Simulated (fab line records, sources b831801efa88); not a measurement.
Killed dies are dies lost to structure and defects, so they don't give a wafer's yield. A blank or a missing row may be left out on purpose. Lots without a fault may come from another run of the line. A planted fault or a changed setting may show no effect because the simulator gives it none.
Which tool did it? | flow sky130 | 11 lots, 33 wafers sampled, at 5 steps of a route of 708

WHAT THE GAUGES READ, wafer by wafer
SKY_GATE_OXIDE_THK_MEAS_02.
lot  | measured     | on            | GATE_OXIDE_OXIDATION_00_THK (nm)
L293 | day 12 20:07 | film_metro-04 | 10.79 10.68 10.61
L294 | day 13 05:02 | film_metro-03 | 10.54 10.47 10.45
L296 | day 13 21:57 | film_metro-03 | 10.54 10.29 10.37
L297 | day 14 13:10 | film_metro-01 | 5.88 5.90 5.92
L298 | day 14 14:34 | film_metro-03 | 6.08 6.14 6.02
L307 | day 17 18:08 | film_metro-04 | 10.09 10.09 10.05
L308 | day 17 22:19 | film_metro-04 | 10.49 10.59 10.61
L309 | day 18 12:18 | film_metro-04 | 10.63 10.37 10.51
L312 | day 19 05:06 | film_metro-04 | 10.42 10.38 10.50
L313 | day 19 12:12 | film_metro-03 | 10.44 10.26 10.20
L314 | day 19 20:34 | film_metro-04 | 10.42 10.56 10.43

WHICH TOOL RAN EACH LOT (tool, then ch and the chambers of the sampled wafers, then the start)
lot  | SKY_FIELD_ISO_ETCH_17           | SKY_DNWELL_STRIP_08                 | SKY_NWELL_RTA_28                 | SKY_GATE_OXIDE_OXIDATION_01
L293 | rie_si-01 ch 0,1,2, day 2 05:16 | plasma_asher-02 ch 0,1, day 3 05:17 | rtp_anneal-02 ch 0, day 5 10:31  | furnace-02 ch 0, day 12 18:42
L294 | rie_si-01 ch 1,2,3, day 2 13:20 | plasma_asher-02 ch 0,1, day 3 10:58 | rtp_anneal-01 ch 0, day 5 16:37  | furnace-01 ch 0, day 13 03:38
L296 | rie_si-02 ch 2, day 2 23:14     | plasma_asher-04 ch 0,1, day 3 23:59 | rtp_anneal-02 ch 0, day 6 07:40  | furnace-01 ch 0, day 13 20:32
L297 | rie_si-02 ch 1,2, day 3 06:20   | plasma_asher-01 ch 0,1, day 4 08:23 | rtp_anneal-01 ch 0, day 6 17:04  | furnace-01 ch 0, day 14 11:44
L298 | rie_si-01 ch 0,1,2, day 3 08:00 | plasma_asher-02 ch 0,1, day 4 08:25 | rtp_anneal-02 ch 0, day 6 18:01  | furnace-01 ch 0, day 14 13:09
L307 | rie_si-02 ch 0,2,3, day 5 06:38 | plasma_asher-01 ch 0,1, day 6 11:20 | rtp_anneal-01 ch 0, day 9 01:56  | furnace-01 ch 0, day 17 16:44
L308 | rie_si-02 ch 2,3, day 5 11:16   | plasma_asher-02 ch 1, day 6 16:14   | rtp_anneal-02 ch 0, day 9 07:07  | furnace-01 ch 0, day 17 20:53
L309 | rie_si-01 ch 1,2,3, day 5 18:49 | plasma_asher-04 ch 0,1, day 6 22:19 | rtp_anneal-01 ch 0, day 9 14:55  | furnace-01 ch 0, day 18 10:54
L312 | rie_si-02 ch 1,2,3, day 6 09:08 | plasma_asher-01 ch 0,1, day 7 11:40 | rtp_anneal-01 ch 0, day 10 02:18 | furnace-01 ch 0, day 19 03:41
L313 | rie_si-01 ch 0,1,3, day 6 13:14 | plasma_asher-01 ch 0,1, day 7 15:20 | rtp_anneal-01 ch 0, day 10 07:54 | furnace-01 ch 0, day 19 10:46
L314 | rie_si-01 ch 0,2,3, day 6 20:14 | plasma_asher-01 ch 0,1, day 7 22:25 | rtp_anneal-02 ch 0, day 10 15:16 | furnace-01 ch 0, day 19 19:09
- SKY_FIELD_ISO_ETCH_17: etches Si in HBr/Cl2/O2, target depth 342 nm, time 97.7 s.
- SKY_DNWELL_STRIP_08: strips in O2/N2.
- SKY_NWELL_RTA_28: time 30 s.
- SKY_GATE_OXIDE_OXIDATION_01: stabilise 600 s, purge 300 s, target thk 10.268 nm.

THE ANSWER, worked out from the rows above alone
Rule: what is usual is taken from the lots themselves. Put in order of their means at a reading, lots are off if they are a third of the lots or fewer, leave a main group of 4 or more, and stand apart from it by a gap of 3 or more times the standard deviation of the main group's means; of several such gaps the widest counts. A main group whose means are all the same, to the digits that the tables above print for the reading, isn't used. A lot without any number at a reading at which 4 lots or more have one is off too. The other lots that the step has rows for count as sound.
Off: L297, L298, at SKY_GATE_OXIDE_THK_MEAS_02 (GATE_OXIDE_OXIDATION_00_THK). The main group: mean 10.44 nm, standard deviation 0.16.
A tool fits if, at a process step before that reading, it ran every lot that is off, and no sound lot after the first of them. The gauges at SKY_GATE_OXIDE_THK_MEAS_02 are tried like those tools. None of those tried fits.

WHAT THE SIMULATOR HAD PUT IN
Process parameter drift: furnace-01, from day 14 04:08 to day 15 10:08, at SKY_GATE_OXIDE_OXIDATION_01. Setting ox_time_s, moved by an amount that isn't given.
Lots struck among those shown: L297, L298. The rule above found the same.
